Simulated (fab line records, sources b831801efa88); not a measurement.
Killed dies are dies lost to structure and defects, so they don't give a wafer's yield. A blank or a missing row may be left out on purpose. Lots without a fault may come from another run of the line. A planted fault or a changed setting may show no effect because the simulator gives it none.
Which tool did it? | flow sky130 | 24 lots, 72 wafers sampled, at 5 steps of a route of 708

WHAT THE GAUGES READ, wafer by wafer
SKY_PWDE_OVL_MEAS_07.
lot  | measured    | on         | PWDE_OVL (nm)
L074 | day 3 18:28 | overlay-02 | -3.0 -2.4 -2.7
L075 | day 4 00:33 | overlay-02 | -1.8 -2.5 -2.5
L076 | day 4 06:54 | overlay-01 | 0.5 0.6 0.1
L077 | day 4 11:00 | overlay-02 | 0.5 -0.5 -0.3
L078 | day 4 18:11 | overlay-02 | -0.8 -0.9 -1.4
L079 | day 4 23:17 | overlay-01 | -1.0 0.1 -0.2
L080 | day 5 06:23 | overlay-02 | 1.5 -1.4 -0.8
L081 | day 5 12:39 | overlay-01 | -0.7 0.7 -0.1
L082 | day 5 17:04 | overlay-02 | -0.2 -1.4 -0.5
L083 | day 5 21:43 | overlay-01 | -0.2 0.8 -1.0
L084 | day 6 05:11 | overlay-01 | -3.4 -2.8 -2.6
L085 | day 6 09:41 | overlay-01 | -0.5 2.9 1.2
L086 | day 6 15:34 | overlay-01 | -2.4 -1.1 -0.3
L087 | day 6 19:22 | overlay-02 | 0.7 1.4 1.1
L088 | day 7 01:24 | overlay-01 | -2.6 -1.3 1.3
L089 | day 7 05:44 | overlay-01 | 0.8 1.2 0.8
L090 | day 7 13:34 | overlay-01 | 0.4 -0.5 -0.2
L091 | day 7 19:12 | overlay-01 | -0.9 0.0 1.0
L092 | day 8 00:00 | overlay-02 | -0.1 -1.5 0.3
L093 | day 8 07:28 | overlay-02 | -0.4 -0.4 1.7
L094 | day 8 12:54 | overlay-02 | -2.7 -4.4 -0.9
L095 | day 8 16:37 | overlay-02 | 1.1 1.1 1.1
L096 | day 8 21:17 | overlay-01 | 1.1 1.1 -0.5
L097 | day 9 10:55 | overlay-01 | -1.1 -0.1 -1.4

SKY_CAPM_OVL_MEAS_12.
lot  | measured     | on         | CAPM_OVL (nm)
L074 | day 37 04:53 | overlay-01 | -0.1 0.3 0.9
L075 | day 37 14:13 | overlay-02 | 0.8 0.7 -0.1
L076 | day 38 07:03 | overlay-02 | -0.4 -0.6 -2.2
L077 | day 38 08:20 | overlay-01 | 0.5 -0.5 -1.6
L078 | day 38 16:44 | overlay-01 | 0.2 4.4 2.3
L079 | day 39 03:18 | overlay-02 | 0.4 -1.1 -1.2
L080 | day 39 13:07 | overlay-01 | 1.0 0.3 2.0
L081 | day 39 20:10 | overlay-02 | 0.0 0.4 1.5
L082 | day 40 01:31 | overlay-01 | 0.2 1.3 -0.5
L083 | day 40 05:26 | overlay-02 | -0.1 -0.4 -1.2
L084 | day 40 15:51 | overlay-01 | 0.7 -1.9 -0.6
L085 | day 41 00:13 | overlay-02 | 2.3 1.8 0.4
L086 | day 41 08:13 | overlay-01 | 2.5 1.8 -0.3
L087 | day 41 08:49 | overlay-01 | 1.6 1.2 1.0
L088 | day 41 19:27 | overlay-02 | -0.2 -0.8 0.9
L089 | day 41 23:27 | overlay-02 | 0.0 0.0 -0.3
L090 | day 42 04:19 | overlay-02 | 0.1 3.0 1.1
L091 | day 42 14:53 | overlay-02 | -1.6 -1.8 0.8
L092 | day 42 18:31 | overlay-02 | -2.0 1.4 0.3
L093 | day 43 03:44 | overlay-02 | 1.2 -2.0 -1.1
L094 | day 43 08:30 | overlay-01 | 0.2 -1.5 -2.7
L095 | day 43 22:09 | overlay-02 | 2.0 0.6 2.0
L096 | day 44 02:03 | overlay-01 | -0.1 1.1 0.7
L097 | day 44 07:20 | overlay-01 | 1.3 0.6 0.1

SKY_VIA3_BOW_MEAS_03.
lot  | measured     | on            | VIA3_BOW (um)
L074 | day 38 09:08 | film_metro-02 | 82 86 79
L075 | day 38 18:04 | film_metro-03 | 83 78 93
L076 | day 39 10:21 | film_metro-04 | 74 82 84
L077 | day 39 11:38 | film_metro-02 | 77 89 67
L078 | day 39 19:50 | film_metro-04 | 78 82 79
L079 | day 40 05:18 | film_metro-04 | 87 96 83
L080 | day 40 15:58 | film_metro-04 | 77 73 66
L081 | day 40 22:33 | film_metro-03 | 74 71 87
L082 | day 41 04:08 | film_metro-03 | 82 81 79
L083 | day 41 08:17 | film_metro-02 | 85 75 77
L084 | day 41 18:26 | film_metro-02 | 83 76 78
L085 | day 42 01:53 | film_metro-04 | 84 88 85
L086 | day 42 10:17 | film_metro-04 | 92 80 88
L087 | day 42 11:14 | film_metro-04 | 79 97 86
L088 | day 42 21:29 | film_metro-02 | 82 78 87
L089 | day 43 00:53 | film_metro-03 | 81 88 78
L090 | day 43 06:01 | film_metro-03 | 76 89 87
L091 | day 43 16:08 | film_metro-02 | 73 75 64
L092 | day 43 19:47 | film_metro-02 | 79 87 75
L093 | day 44 05:34 | film_metro-04 | 93 88 80
L094 | day 44 09:53 | film_metro-03 | 70 86 72
L095 | day 44 22:37 | film_metro-03 | 66 66 85
L096 | day 45 02:03 | film_metro-03 | 79 72 75
L097 | day 45 07:20 | film_metro-03 | 75 83 76

WHICH TOOL RAN EACH LOT (tool, then ch and the chambers of the sampled wafers, then the start)
lot  | SKY_FIELD_ISO_ETCH_15             | SKY_VIA2_CMP_02
L074 | rie_diel-03 ch 1,3, day 2 03:52   | cmp-01 ch 2,3, day 34 22:20
L075 | rie_diel-02 ch 0,2,3, day 2 10:04 | cmp-01 ch 0,2, day 35 07:52
L076 | rie_diel-02 ch 2,3, day 2 16:04   | cmp-02 ch 0,2, day 36 00:35
L077 | rie_diel-03 ch 0,1,3, day 2 19:28 | cmp-02 ch 0,1,2, day 36 02:08
L078 | rie_diel-02 ch 0,1,2, day 3 03:31 | cmp-02 ch 0,2,3, day 36 11:01
L079 | rie_diel-02 ch 0,1,3, day 3 07:28 | cmp-01 ch 0,3, day 36 21:56
L080 | rie_diel-03 ch 0,1,3, day 3 13:32 | cmp-01 ch 1,2,3, day 37 08:38
L081 | rie_diel-02 ch 0,3, day 3 17:40   | cmp-01 ch 0,1,3, day 37 16:13
L082 | rie_diel-03 ch 0,2, day 3 22:31   | cmp-02 ch 0,1,2, day 37 21:46
L083 | rie_diel-02 ch 0,1,2, day 4 02:38 | cmp-02 ch 0,2,3, day 38 00:59
L084 | rie_diel-03 ch 1,2,3, day 4 10:10 | cmp-01 ch 2,3, day 38 13:13
L085 | rie_diel-02 ch 0,1,2, day 4 13:26 | cmp-02 ch 0,1, day 38 22:21
L086 | rie_diel-02 ch 0,3, day 4 22:07   | cmp-01 ch 0,1,2, day 39 05:25
L087 | rie_diel-02 ch 2,3, day 5 00:40   | cmp-02 ch 0,2,3, day 39 05:38
L088 | rie_diel-02 ch 0,1,2, day 5 06:05 | cmp-01 ch 0,1,3, day 39 17:59
L089 | rie_diel-04 ch 0,1, day 5 10:02   | cmp-02 ch 0,2,3, day 39 21:34
L090 | rie_diel-04 ch 1,2,3, day 5 16:28 | cmp-02 ch 0,2, day 40 02:23
L091 | rie_diel-04 ch 0,1,3, day 5 20:23 | cmp-01 ch 0,3, day 40 12:48
L092 | rie_diel-04 ch 1,2,3, day 6 00:46 | cmp-01 ch 1,2, day 40 17:35
L093 | rie_diel-02 ch 0,3, day 6 09:04   | cmp-02 ch 0,2,3, day 41 02:40
L094 | rie_diel-02 ch 0,1,2, day 6 12:20 | cmp-02 ch 2,3, day 41 07:26
L095 | rie_diel-04 ch 2,3, day 6 17:19   | cmp-02 ch 0,1, day 41 22:41
L096 | rie_diel-04 ch 0,2,3, day 6 23:29 | cmp-01 ch 0,1, day 42 01:52
L097 | rie_diel-03 ch 1,2, day 7 06:32   | cmp-01 ch 0,1, day 42 07:14
- SKY_FIELD_ISO_ETCH_15: etches the open film in CHF3/O2, stops on Si, target depth 180 nm, time 72 s.
- SKY_VIA2_CMP_02: polishes SiO2.

WHAT THE TOOLS THEMSELVES READ (means of the sampled wafers that have a number; where no wafer has one, the mark that the record gives instead)
SKY_FIELD_ISO_ETCH_15.
lot  | tool        | drypump_motor_current_A (A) | oes_product_au (a.u.) | throttle_valve_pct (%)
L074 | rie_diel-03 | 5.1                         | 0.952                 | 8.847
L075 | rie_diel-02 | 5.4                         | 0.948                 | 8.843
L076 | rie_diel-02 | 5.4                         | 0.954                 | 8.848
L077 | rie_diel-03 | 5.2                         | 0.949                 | 8.843
L078 | rie_diel-02 | 5.6                         | 0.956                 | 8.841
L079 | rie_diel-02 | 5.5                         | 0.951                 | 8.846
L080 | rie_diel-03 | 5.2                         | 0.946                 | 8.847
L081 | rie_diel-02 | 5.3                         | 0.952                 | 8.854
L082 | rie_diel-03 | 5.7                         | 0.943                 | 8.843
L083 | rie_diel-02 | 5.6                         | 0.944                 | 8.850
L084 | rie_diel-03 | 5.5                         | 0.945                 | 8.849
L085 | rie_diel-02 | 5.6                         | 0.943                 | 8.847
L086 | rie_diel-02 | 5.3                         | 0.951                 | 8.839
L087 | rie_diel-02 | 5.3                         | 0.945                 | 8.842
L088 | rie_diel-02 | 5.6                         | 0.944                 | 8.845
L089 | rie_diel-04 | 5.9                         | 0.952                 | 8.847
L090 | rie_diel-04 | 5.7                         | 0.945                 | 8.843
L091 | rie_diel-04 | 5.9                         | 0.943                 | 8.854
L092 | rie_diel-04 | 5.7                         | 0.944                 | 8.846
L093 | rie_diel-02 | 5.3                         | 0.936                 | 8.838
L094 | rie_diel-02 | 5.6                         | 0.949                 | 8.845
L095 | rie_diel-04 | 5.7                         | 0.949                 | 8.842
L096 | rie_diel-04 | 5.8                         | 0.953                 | 8.840
L097 | rie_diel-03 | 5.1                         | 0.949                 | 8.852

SKY_VIA2_CMP_02.
lot  | tool   | motor_current_A (A) | platen_rpm (rpm)
L074 | cmp-01 | 9.9                 | 60.02
L075 | cmp-01 | 9.4                 | 59.99
L076 | cmp-02 | 10.3                | 59.97
L077 | cmp-02 | 11.4                | 60.00
L078 | cmp-02 | 10.7                | 59.98
L079 | cmp-01 | 11.0                | 60.01
L080 | cmp-01 | 10.8                | 60.03
L081 | cmp-01 | 11.1                | 59.96
L082 | cmp-02 | 11.0                | 60.00
L083 | cmp-02 | 10.8                | 60.07
L084 | cmp-01 | 9.7                 | 60.04
L085 | cmp-02 | 10.7                | 60.02
L086 | cmp-01 | 10.3                | 59.99
L087 | cmp-02 | 10.9                | 59.98
L088 | cmp-01 | 10.9                | 59.96
L089 | cmp-02 | 10.9                | 59.99
L090 | cmp-02 | 10.5                | 60.01
L091 | cmp-01 | 11.3                | 60.00
L092 | cmp-01 | 9.7                 | 60.04
L093 | cmp-02 | 11.0                | 59.99
L094 | cmp-02 | 11.2                | 60.01
L095 | cmp-02 | 10.8                | 60.00
L096 | cmp-01 | 10.6                | 60.01
L097 | cmp-01 | 10.8                | 59.99

THE ANSWER, worked out from the rows above alone
Rule: what is usual is taken from the lots themselves. Put in order of their means at a reading, lots are off if they are a third of the lots or fewer, leave a main group of 4 or more, and stand apart from it by a gap of 3 or more times the standard deviation of the main group's means; of several such gaps the widest counts. A main group whose means are all the same, to the digits that the tables above print for the reading, isn't used. A lot without any number at a reading at which 4 lots or more have one is off too. The other lots that the step has rows for count as sound. The gauges are gone through in route order, then the tools' own readings, and for those a lot's mean is taken as printed above. The first step at which some lot is off is used, and at that step the reading that is off furthest; a lot without a number counts as furthest.
No lot is off at any reading shown: from this, nothing can be told.

WHAT THE SIMULATOR HAD PUT IN
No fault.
